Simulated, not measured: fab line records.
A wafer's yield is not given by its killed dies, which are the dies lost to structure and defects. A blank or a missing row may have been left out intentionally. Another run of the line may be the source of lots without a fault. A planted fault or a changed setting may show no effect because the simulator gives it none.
fab line records ; flow sky130
[record] lots = 6; wafers = 18; lastDay = 50
route steps=708 shown FIELD_ISO@6 PAD_OPEN@708
lots that met no fault: taken from a fault-free run of the same line
startH: start of the lot's first displayed wafer, in hours after the record's first day ; waitH: hours elapsed since this lot's preceding step ; " identical to the entry in the row above ; L1.1+2: one row covering several wafers at once ; - no value present, or no start provided ; * or withheld: withheld ; < > ~ a bound
route shown NAME@n: a module of which the file shows steps, and the number in the route of the first ; usual: the fault-free wafers' mean and standard deviation ; same: alike in all rows ; chamber/n: place in a boat ; sites: each site's reading ; _std_site: the standard deviation of these ; _edge_site: mean of outer sites minus mean of inner sites ; radiusMm: how far each site lies from the wafer's centre ; mask NAME#n: copy n ; behind: the most recent tool/chamber to have shaped the wafer ; hold: why the lot went on hold/how many hours it stayed there/how the hold came to an end ; device: which transistor (n, p or np) failed to switch ; end of line: tests of these same wafers at the route's end ; a step given without rows: its recipe and nothing more ; killed: the dies lost at the first sort to structure and to defects; this is not the yield of the wafer ; map: shows each die of a wafer: x if killed, . if not, _ if none is there
set.NAME: the setting as run; set.NAME@STEP: as run at that earlier step ; model.NAME: the simulator's own value behind a step, which no gauge read
lots seen at some steps along the route; tables by step, rows by wafer
services: when a tool's chamber went out of use (startH, in hours from the record's first day, below 0 if earlier), for how many hours, and the reason
[[steps]]
[step SKY_FIELD_ISO_DEHYDRATE_05]
[recipe] tempC = 200; timeS = 60
[step SKY_FIELD_ISO_HMDS_06]
[recipe] primeTimeS = 60; primeTempC = 120
[step SKY_FIELD_ISO_COAT_07]
[recipe] resist = BARC; tempC = withheld; timeS = withheld; spinRpm = 3000; resistThkNm = 60
[step SKY_FIELD_ISO_COAT_08]
[recipe] resist = KrF-thick; spinRpm = 3000; resistThkNm = 450
[step SKY_FIELD_ISO_SOFTBAKE_09]
[recipe] tempC = 100; timeS = 90; resist = KrF-thick
[step SKY_FIELD_ISO_EXPOSE_10]
[recipe] maskId = FOM; na = 0.68; sourceShape = annular; sigmaInner = 0.4; sigmaOuter = 0.8; targetCdNm = 150; doseMj = 28
[step SKY_FIELD_ISO_PEB_11]
[recipe] pebTempC = withheld; pebTimeS = withheld; resist = KrF-thick
[step SKY_FIELD_ISO_DEVELOP_12]
[recipe] developTimeS = 60; resist = KrF-thick; devTempC = 21
[step SKY_FIELD_ISO_CD_MEAS_13]
[recipe] targetCdNm = 150
[usual] cdNm = 149.7/1.5
lot.wafer;tool;chamber;startH;waitH;cdNm
L565.3;cdSem-01;-;39.87;-;147.3
L565.4;cdSem-01;-;39.87;-;149.5
L565.6;cdSem-01;-;39.87;-;148.6
L566.1;cdSem-02;-;46.29;-;149.7
L566.2;cdSem-02;-;46.29;-;151.4
L566.6;cdSem-02;-;46.29;-;149.8
L572.1;cdSem-01;-;76.68;-;150.4
L572.4;cdSem-01;-;76.68;-;149.3
L572.5;cdSem-01;-;76.68;-;150.3
L573.2;cdSem-02;-;81.45;-;150.4
L573.4;cdSem-02;-;81.45;-;150.5
L573.5;cdSem-02;-;81.45;-;151.7
L576.4;cdSem-02;-;97.14;-;152.8
L576.5;cdSem-02;-;97.14;-;151.0
L576.6;cdSem-02;-;97.14;-;151.2
L586.1;cdSem-01;-;148.03;-;148.1
L586.2;cdSem-01;-;148.03;-;147.3
L586.3;cdSem-01;-;148.03;-;148.5
[step SKY_FIELD_ISO_ETCH_14]
[recipe] chemistry = N2/H2; target = BARC; ionEnergyEv = 200; sourceW = 500; biasW = 100; pressureMtorr = 30; n2FlowSccm = 100; h2FlowSccm = 200; stopOn = SiO2; timeS = 45.9; targetDepthA = 600
[usual] drypumpMotorCurrentA = 5.6/0.56; h2FlowSccm = 200.0/0.59; oesProductAu = 0.854/0.0048; rfFwdPowerW = 495.0/2.2; runLengthS = 74.1/0.45; throttleValvePct = 13.224/0.011
lot.wafer;tool;chamber;startH;waitH;drypumpMotorCurrentA;h2FlowSccm;oesProductAu;rfFwdPowerW;rfHoursCounterH;runLengthS;throttleValvePct
L565.3;rieDiel-03;3;39.95;0.1;5.5;199.6;0.851;498.0;156;74.9;13.215
L565.4;rieDiel-03;0;39.95;0.1;4.7;200.5;0.850;498.6;134;74.3;13.244
L565.6;rieDiel-03;1;39.95;0.1;6.0;200.3;0.856;490.8;-;74.3;13.237
L566.1;rieDiel-03;2;46.41;0.1;5.3;199.9;0.854;491.6;89;73.2;13.208
L566.2;rieDiel-03;3;46.41;0.1;5.5;200.0;0.853;498.0;157;75.0;13.217
L566.6;rieDiel-03;0;46.41;0.1;4.7;200.0;0.850;495.5;-;74.4;13.226
L572.1;rieDiel-02;3;76.80;0.1;6.2;200.7;0.859;496.1;2;74.9;13.222
L572.4;rieDiel-02;1;76.80;0.1;5.5;199.6;0.862;498.5;112;74.0;13.224
L572.5;rieDiel-02;1;76.80;0.1;5.5;199.3;0.860;497.2;-;73.7;13.233
L573.2;rieDiel-03;1;81.55;0.1;6.0;199.9;0.860;491.3;136;74.1;13.214
L573.4;rieDiel-03;3;81.55;0.1;5.6;199.3;0.853;497.8;157;74.6;13.212
L573.5;rieDiel-03;1;81.55;0.1;6.0;198.8;0.851;492.7;-;73.9;13.220
L576.4;rieDiel-03;0;97.20;0.0;4.7;200.6;0.852;496.9;135;74.1;13.241
L576.5;rieDiel-03;2;97.20;0.0;5.2;200.1;0.858;491.2;-;73.6;13.224
L576.6;rieDiel-03;3;97.20;0.0;5.5;201.2;0.860;496.0;-;74.6;13.225
L586.1;rieDiel-02;3;148.15;0.1;6.2;201.1;0.855;491.0;3;75.0;13.229
L586.2;rieDiel-02;2;148.15;0.1;4.7;200.4;0.855;496.0;80;73.5;13.200
L586.3;rieDiel-02;1;148.15;0.1;5.5;200.4;0.848;495.7;113;73.8;13.233
[step SKY_FIELD_ISO_ETCH_15]
[recipe] chemistry = CHF3/O2; targetDepthNm = 180; stopOn = Si; sourceW = 600; biasW = 200; pressureMtorr = 40; chf3FlowSccm = 50; O2_flow_sccm = 5; timeS = 72
[usual] drypumpMotorCurrentA = 5.5/0.56; oesProductAu = 0.948/0.0065; rfFwdPowerW = 595.6/2.5; runLengthS = 100.2/0.47; throttleValvePct = 8.844/0.0091
lot.wafer;tool;chamber;startH;waitH;drypumpMotorCurrentA;oesProductAu;rfFwdPowerW;rfHoursCounterH;runLengthS;throttleValvePct
L565.3;rieDiel-03;3;39.99;0.0;5.5;0.954;598.1;156;100.8;8.839
L565.4;rieDiel-03;0;39.99;0.0;4.6;0.949;597.8;134;100.4;8.852
L565.6;rieDiel-03;1;39.99;0.0;6.0;0.944;594.7;-;100.4;8.833
L566.1;rieDiel-03;2;46.46;0.0;5.2;0.945;591.7;89;99.6;8.844
L566.2;rieDiel-03;3;46.46;0.0;5.5;0.949;596.4;157;100.9;8.836
L566.6;rieDiel-03;0;46.46;0.0;4.6;0.948;599.2;-;100.6;8.831
L572.1;rieDiel-02;3;76.84;0.0;6.2;0.947;594.9;2;101.1;8.842
L572.4;rieDiel-02;1;76.84;0.0;5.5;0.939;597.4;112;99.7;8.850
L572.5;rieDiel-02;1;76.84;0.0;5.5;0.931;596.5;-;100.6;8.843
L573.2;rieDiel-03;1;81.59;0.0;6.0;0.942;595.0;136;100.2;8.850
L573.4;rieDiel-03;3;81.59;0.0;5.5;0.951;597.7;157;100.7;8.829
L573.5;rieDiel-03;1;81.59;0.0;6.0;0.947;592.3;-;100.6;8.839
L576.4;rieDiel-03;0;97.24;0.0;4.7;0.960;596.5;135;100.4;8.852
L576.5;rieDiel-03;2;97.24;0.0;5.3;0.957;597.2;-;99.4;8.843
L576.6;rieDiel-03;3;97.24;0.0;5.5;0.960;594.5;-;100.5;8.842
L586.1;rieDiel-02;3;148.19;0.0;6.2;0.953;597.1;3;100.8;8.843
L586.2;rieDiel-02;2;148.19;0.0;4.7;0.955;598.5;80;100.0;8.843
L586.3;rieDiel-02;1;148.19;0.0;5.5;0.952;595.6;113;100.1;8.847
[step SKY_FIELD_ISO_STRIP_16]
[recipe] chemistry = O2/N2; powerW = 1400; pressureMtorr = 1500; platenTempC = withheld; o2FlowSccm = 3000; n2FlowSccm = 300; overashFraction = 0.5
[usual] drypumpMotorCurrentA = 5.5/0.38; oesProductAu = 0.377/0.0047; stripTimeToEndpointS = 3.54/0.038
lot.wafer;tool;chamber;startH;waitH;drypumpMotorCurrentA;oesProductAu;rfHoursCounterH;stripTimeToEndpointS
L565.3;plasmaAsher-02;1;40.08;0.1;5.5;0.379;-;3.53
L565.4;plasmaAsher-02;0;40.08;0.1;5.8;0.376;-;3.51
L565.6;plasmaAsher-02;0;40.08;0.1;5.8;0.381;-;3.60
L566.1;plasmaAsher-02;0;46.51;0.0;5.7;0.383;39;3.53
L566.2;plasmaAsher-02;1;46.51;0.0;5.5;0.378;39;3.53
L566.6;plasmaAsher-02;0;46.51;0.0;5.7;0.375;-;3.53
L572.1;plasmaAsher-02;1;76.90;0.0;5.6;0.378;42;3.57
L572.4;plasmaAsher-02;1;76.90;0.0;5.5;0.380;-;3.59
L572.5;plasmaAsher-02;0;76.90;0.0;5.8;0.380;-;3.62
L573.2;plasmaAsher-03;0;81.65;0.0;4.9;0.377;27;3.57
L573.4;plasmaAsher-03;1;81.65;0.0;5.2;0.377;-;3.50
L573.5;plasmaAsher-03;1;81.65;0.0;5.2;0.378;-;3.57
L576.4;plasmaAsher-02;1;97.33;0.1;5.5;0.374;-;3.52
L576.5;plasmaAsher-02;0;97.33;0.1;5.8;0.376;-;3.58
L576.6;plasmaAsher-02;1;97.33;0.1;5.6;0.380;-;3.54
L586.1;plasmaAsher-01;0;148.25;0.0;5.9;0.384;47;3.60
L586.2;plasmaAsher-01;1;148.25;0.0;6.0;0.378;47;3.53
L586.3;plasmaAsher-01;0;148.25;0.0;6.0;0.374;-;3.60
[step SKY_FIELD_ISO_ETCH_17]
[recipe] targetDepthA = 3420; maskMaterial = Si3N4; chemistry = HBr/Cl2/O2; target = Si; taperDeg = 5; icpW = 600; biasW = 150; pressureMtorr = 15; HBr_flow_sccm = 150; Cl2_flow_sccm = 40; O2_flow_sccm = 6; timeS = 97.7
[usual] drypumpMotorCurrentA = 5.5/0.38; heBacksideLeakSccm = 2.74/0.25; oesProductAu = 1.000/0.01; rfFwdPowerW = 596.2/1.9; runLengthS = 125.9/0.45; throttleValvePct = 25.658/0.012
lot.wafer;tool;chamber;startH;waitH;drypumpMotorCurrentA;heBacksideLeakSccm;oesProductAu;rfFwdPowerW;rfHoursCounterH;runLengthS;throttleValvePct;model.etch.depthNm;model.FIELD_ISO.featureDepthNm;model.Si3N4_of_FIELD_ISO_CVD_03.thkNm
L565.3;rieSi-02;1;40.15;0.0;5.0;2.79;0.988;593.7;82;125.8;25.660;333.1;333.1;150.5
L565.4;rieSi-02;2;40.15;0.0;5.6;2.70;0.982;598.0;155;125.7;25.673;333.6;333.6;152.1
L565.6;rieSi-02;1;40.15;0.0;5.0;2.72;0.979;592.2;-;126.4;25.685;330.7;330.7;150.1
L566.1;rieSi-01;2;46.61;0.1;5.9;3.06;1.010;593.7;103;126.3;25.647;348;348;150.2
L566.2;rieSi-01;0;46.61;0.1;4.9;3.09;0.983;601.0;93;125.8;25.674;333.4;333.4;150.6
L566.6;rieSi-01;3;46.61;0.1;5.3;2.56;0.993;596.6;-;125.8;25.651;338.1;338.1;150.4
L572.1;rieSi-01;3;77.00;0.1;5.3;2.39;1.003;-;1;112.3;25.670;293.3;293.3;151.4
L572.4;rieSi-01;1;77.00;0.1;5.7;2.97;1.007;-;27;111.7;25.636;299.1;299.1;149.9
L572.5;rieSi-01;2;77.00;0.1;5.9;2.88;1.009;-;-;113.1;25.642;302.1;302.1;149.5
L573.2;rieSi-01;2;81.75;0.1;5.9;2.85;1.018;-;104;113.2;25.652;300.7;300.7;151
L573.4;rieSi-01;0;81.75;0.1;4.9;2.88;0.992;-;94;111.9;25.669;292.9;292.9;151.8
L573.5;rieSi-01;0;81.75;0.1;5.0;2.75;0.993;-;-;112.0;25.678;289.7;289.7;151.7
L576.4;rieSi-02;1;97.40;0.0;5.0;2.86;0.996;592.5;83;125.8;25.655;338.1;338.1;152.8
L576.5;rieSi-02;3;97.40;0.0;6.0;2.66;1.013;595.0;-;125.6;25.658;344.2;344.2;152.2
L576.6;rieSi-02;0;97.40;0.0;5.6;2.53;0.997;596.0;-;126.1;25.656;338.6;338.6;152.7
L586.1;rieSi-02;3;148.35;0.1;5.9;2.39;1.002;598.3;36;125.2;25.662;342;342;153.1
L586.2;rieSi-02;1;148.35;0.1;5.0;2.78;0.989;595.6;83;126.1;25.665;337.3;337.3;152
L586.3;rieSi-02;2;148.35;0.1;5.6;2.52;1.008;594.2;0;125.4;25.645;344.1;344.1;152.1
[step SKY_FIELD_ISO_WET_ETCH_18]
[recipe] chemistry = H3PO4; targetDepthNm = 25; tempC = 160; target = Si3N4; timeS = 286
[step SKY_PAD_OPEN_PROBE_99]
[usual] killed_at_M0_to_M3 = 43/7.3; killed_at_M4_up = 3.6/1.9; killedAtContacts = 23/5.3; killedAtFrontEnd = 15/4.5; killedAtOther = 0.3/0.72; killedDies = 85/9.4; killedOpen = 46/6.7; killedShort = 38/6.8
[same] grossDies = 492; killedAtBackSide = 0
lot.wafer;tool;chamber;startH;waitH;killed_at_M0_to_M3;killed_at_M4_up;killedAtContacts;killedAtFrontEnd;killedAtOther;killedDies;killedOpen;killedShort;model.etest.res_p_drift_20v.lineOhmUm;model.etest.res_p_drift_20v.rsOhmSq;model.etest.pfet_16v.rOnOhmUm;model.etest.resIsoPwell.rsOhmSq;model.etest.resIsoPwell.lineOhmUm;model.etest.resNwell.lineOhmUm;model.etest.resNwell.rsOhmSq;model.etest.pfet_16v.driveUaUm
L566.1;prober-01;-;1099.06;0.1;46;5;16;9;0;76;38;38;1.256e+04;1.033e+04;1.496e+04;3039;1155;1160;962.5;252.7
L566.2;prober-01;-;1099.11;0.1;49;5;23;13;2;92;47;43;1.105e+04;9330;1.463e+04;2736;1022;1114;924.1;253.1
L566.6;prober-01;-;1099.31;0.2;31;2;19;10;0;62;37;25;1.149e+04;9595;1.476e+04;2839;1079;1133;931.8;252.8
L565.3;prober-02;-;1103.57;0.2;44;4;27;10;1;86;51;34;1.19e+04;9851;1.486e+04;3000;1130;1078;917.8;247.7
L565.4;prober-02;-;1103.62;0.2;43;6;23;15;0;87;42;45;1.19e+04;1.001e+04;1.497e+04;3053;1160;1106;929.2;250.2
L565.6;prober-02;-;1103.72;0.2;42;2;22;20;0;86;41;45;1.13e+04;9540;1.468e+04;2869;1081;1087;896.6;252.5
L572.1;prober-02;-;1134.22;0.1;29;6;13;10;0;58;33;25;9567;7847;1.366e+04;2362;887.4;1014;842.1;260.7
L572.4;prober-02;-;1134.37;0.2;43;7;23;10;0;83;46;37;9640;8001;1.374e+04;2362;897.3;1007;838.2;256.2
L572.5;prober-02;-;1134.42;0.2;30;1;31;10;1;73;46;27;9523;8087;1.414e+04;2433;905.4;1045;849.8;254.1
L573.2;prober-01;-;1141.82;0.1;47;2;19;26;0;94;45;49;9619;8024;1.385e+04;2377;902.1;969.4;803.2;258.5
L573.4;prober-01;-;1141.92;0.2;52;3;19;17;0;91;49;42;9297;7804;1.349e+04;2290;856.3;952.9;786;266
L573.5;prober-01;-;1141.97;0.2;47;4;15;21;0;87;46;41;9165;7755;1.363e+04;2273;858.9;951.8;783.8;260.4
L576.4;prober-02;-;1168.52;0.2;39;3;21;21;0;84;47;37;1.049e+04;8732;1.469e+04;2839;1056;1092;916.8;251.4
L576.5;prober-02;-;1168.57;0.2;42;5;18;24;0;89;45;44;1.072e+04;8881;1.492e+04;2927;1115;1115;933.4;251
L576.6;prober-02;-;1168.62;0.2;39;2;15;21;1;78;48;30;1.057e+04;8768;1.479e+04;2823;1060;1095;913;253.1
L586.1;prober-01;-;1203.20;0.1;42;5;21;20;2;90;55;34;1.074e+04;8971;1.581e+04;3274;1238;1156;981.7;235.6
L586.2;prober-01;-;1203.25;0.1;46;2;23;9;1;81;37;43;1.054e+04;8699;1.522e+04;3128;1190;1115;955.2;244.9
L586.3;prober-01;-;1203.30;0.2;46;2;20;15;0;83;51;31;1.069e+04;8974;1.553e+04;3275;1250;1144;976.1;239.9
// killed by level:class
L566.1 VIA2:geometricParticle:open=11 METAL2:geometricParticle:short=7 METAL1:geometricParticle:short=6 VIA3:geometricParticle:open=6 VIA3:geometricParticle:short=5 FIELD_ISO:geometricParticle:open=4 CONTACT:geometricParticle:open=4 CONTACT:geometricParticle:short=4
L566.2 VIA3:geometricParticle:open=9 METAL2:geometricParticle:short=8 LI_CONTACT:geometricParticle:open=7 VIA1:geometricParticle:open=7 FIELD_ISO:geometricParticle:open=5 LI_CONTACT:geometricParticle:short=5 CONTACT:geometricParticle:open=5 VIA2:geometricParticle:open=5
L566.6 CONTACT:geometricParticle:open=8 VIA3:geometricParticle:open=8 VIA1:geometricParticle:open=6 LI_CONTACT:geometricParticle:open=5 VIA2:geometricParticle:open=4 VIA3:geometricParticle:short=4 LOCAL_INTERCONNECT:geometricParticle:short=3 METAL2:geometricParticle:short=3
L565.3 LI_CONTACT:geometricParticle:open=9 VIA2:geometricParticle:open=8 CONTACT:geometricParticle:open=8 VIA1:geometricParticle:open=6 LI_CONTACT:geometricParticle:short=5 METAL1:geometricParticle:short=5 LOCAL_INTERCONNECT:geometricParticle:short=5 VIA3:geometricParticle:open=5
L565.4 VIA1:geometricParticle:open=12 METAL2:geometricParticle:short=8 LI_CONTACT:geometricParticle:open=7 LOCAL_INTERCONNECT:geometricParticle:short=7 VIA2:geometricParticle:open=5 CONTACT:geometricParticle:open=5 FIELD_ISO:geometricParticle:short=4 POLY_GATE:geometricParticle:open=4
L565.6 VIA2:geometricParticle:open=7 LI_CONTACT:geometricParticle:open=7 CONTACT:geometricParticle:open=7 VIA1:geometricParticle:short=7 VIA1:geometricParticle:open=6 FIELD_ISO:geometricParticle:short=5 METAL2:geometricParticle:short=5 FIELD_ISO:geometricParticle:open=4
L572.1 METAL2:geometricParticle:short=8 VIA1:geometricParticle:open=7 LI_CONTACT:geometricParticle:open=6 VIA3:geometricParticle:open=6 POLY_GATE:geometricParticle:open=4 METAL4:geometricParticle:short=4 FIELD_ISO:geometricParticle:short=3 VIA3:geometricParticle:short=3
L572.4 VIA1:geometricParticle:open=14 CONTACT:geometricParticle:open=11 METAL2:geometricParticle:short=6 METAL4:geometricParticle:short=6 CONTACT:geometricParticle:short=5 VIA3:geometricParticle:open=4 POLY_GATE:geometricParticle:open=4 LI_CONTACT:geometricParticle:open=4
L572.5 LI_CONTACT:geometricParticle:open=11 CONTACT:geometricParticle:open=10 VIA1:geometricParticle:open=8 LI_CONTACT:geometricParticle:short=5 METAL2:geometricParticle:short=5 METAL1:geometricParticle:short=4 VIA2:geometricParticle:open=4 VIA3:geometricParticle:open=4
L573.2 VIA1:geometricParticle:short=9 VIA2:geometricParticle:open=9 VIA3:geometricParticle:open=8 FIELD_ISO:geometricParticle:short=7 FIELD_ISO:geometricParticle:open=7 CONTACT:geometricParticle:open=6 POLY_GATE:geometricParticle:short=5 LOCAL_INTERCONNECT:geometricParticle:short=5
L573.4 VIA1:geometricParticle:open=10 METAL1:geometricParticle:short=8 CONTACT:geometricParticle:open=7 VIA2:geometricParticle:open=7 VIA3:geometricParticle:open=6 FIELD_ISO:geometricParticle:open=4 FIELD_ISO:geometricParticle:short=4 POLY_GATE:geometricParticle:open=4
L573.5 VIA1:geometricParticle:open=11 VIA3:geometricParticle:open=7 CONTACT:geometricParticle:open=6 METAL1:geometricParticle:short=6 FIELD_ISO:geometricParticle:open=5 VIA2:geometricParticle:short=5 FIELD_ISO:geometricParticle:short=4 SPACER:geometricParticle:open=4
L576.4 VIA1:geometricParticle:open=11 CONTACT:geometricParticle:open=9 FIELD_ISO:geometricParticle:short=6 LI_CONTACT:geometricParticle:open=6 FIELD_ISO:geometricParticle:open=5 POLY_GATE:geometricParticle:short=5 VIA2:geometricParticle:open=5 VIA2:geometricParticle:short=5
L576.5 VIA1:geometricParticle:open=8 FIELD_ISO:geometricParticle:short=7 FIELD_ISO:geometricParticle:open=7 VIA2:geometricParticle:open=6 LI_CONTACT:geometricParticle:short=5 POLY_GATE:geometricParticle:short=5 CONTACT:geometricParticle:open=5 VIA2:geometricParticle:short=5
L576.6 VIA1:geometricParticle:open=8 POLY_GATE:geometricParticle:open=7 VIA2:geometricParticle:open=7 FIELD_ISO:geometricParticle:open=6 CONTACT:geometricParticle:open=6 METAL2:geometricParticle:short=6 FIELD_ISO:geometricParticle:short=4 VIA3:geometricParticle:open=4
L586.1 VIA1:geometricParticle:open=10 VIA3:geometricParticle:open=10 FIELD_ISO:geometricParticle:short=7 VIA2:geometricParticle:open=7 LI_CONTACT:geometricParticle:open=6 CONTACT:geometricParticle:open=6 LOCAL_INTERCONNECT:geometricParticle:short=6 FIELD_ISO:geometricParticle:open=4
L586.2 CONTACT:geometricParticle:open=10 VIA2:geometricParticle:open=9 VIA1:geometricParticle:short=7 LI_CONTACT:geometricParticle:open=6 VIA1:geometricParticle:open=5 VIA2:geometricParticle:short=5 VIA3:geometricParticle:short=5 FIELD_ISO:geometricParticle:short=4
L586.3 VIA1:geometricParticle:open=12 VIA2:geometricParticle:open=8 CONTACT:geometricParticle:open=7 VIA3:geometricParticle:open=7 LI_CONTACT:geometricParticle:open=6 METAL1:geometricParticle:short=5 FIELD_ISO:geometricParticle:short=4 POLY_GATE:geometricParticle:short=4
[[services]]
tool;chamber;startH;hours;kind
rieSi-01;3;17.21;2.6;repair
rieDiel-02;3;34.49;1.6;repair
rieSi-02;2;57.47;-;clean
rieSi-02;2;57.47;38.4;scheduledDown
rieSi-02;2;57.47;38.4;ventCycle
plasmaAsher-01;-;61.61;5.0;repair
rieDiel-03;1;64.62;8.4;repair
rieDiel-02;0;99.39;2.8;repair
rieDiel-02;3;110.59;6.8;repair
rieDiel-02;1;117.72;4.4;repair
rieSi-02;2;119.54;15.2;repair
rieSi-01;2;124.28;10.4;repair
plasmaAsher-03;-;131.21;14.6;pm
rieDiel-03;3;135.01;-;clean
rieDiel-03;3;135.01;17.2;scheduledDown
rieDiel-03;3;135.01;17.2;ventCycle
rieSi-01;1;138.26;19.2;repair
[[key]]
[firstSign] step = SKY_FIELD_ISO_ETCH_17; reading = runLengthS; direction = down; sigmas = 30; usual = *; struck = *
effect none on later readings
[modelEffect] step = SKY_FIELD_ISO_ETCH_17; value = etch.depthNm; without = 343.5; struck = 296.3
[modelEffect] step = SKY_PAD_OPEN_PROBE_99; value = etest.res_p_drift_20v.lineOhmUm; without = 1.183e+04; struck = 9469
metAt SKY_FIELD_ISO_ETCH_17
struckWafers L572.1,L572.4,L572.5,L573.2,L573.4,L573.5
testerLeftOut L572,L573
onsetBetween 46.61 77.00
[fault] kind = processParameterDrift; tool = rieSi-01; chamber = -; onsetH = 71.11; steps = SKY_FIELD_ISO_ETCH_17; channel = timeS; offset = *; shape = step; endH = 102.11; actsIn = *; stated = *
// testerLeftOut: of these lots the tester's yield and bins aren't shown, on N5 and GAA mostly nor the transistor test; their killed dies are dies lost to structure and defects alone, not to doping, threshold or leakage, so they don't give the yield
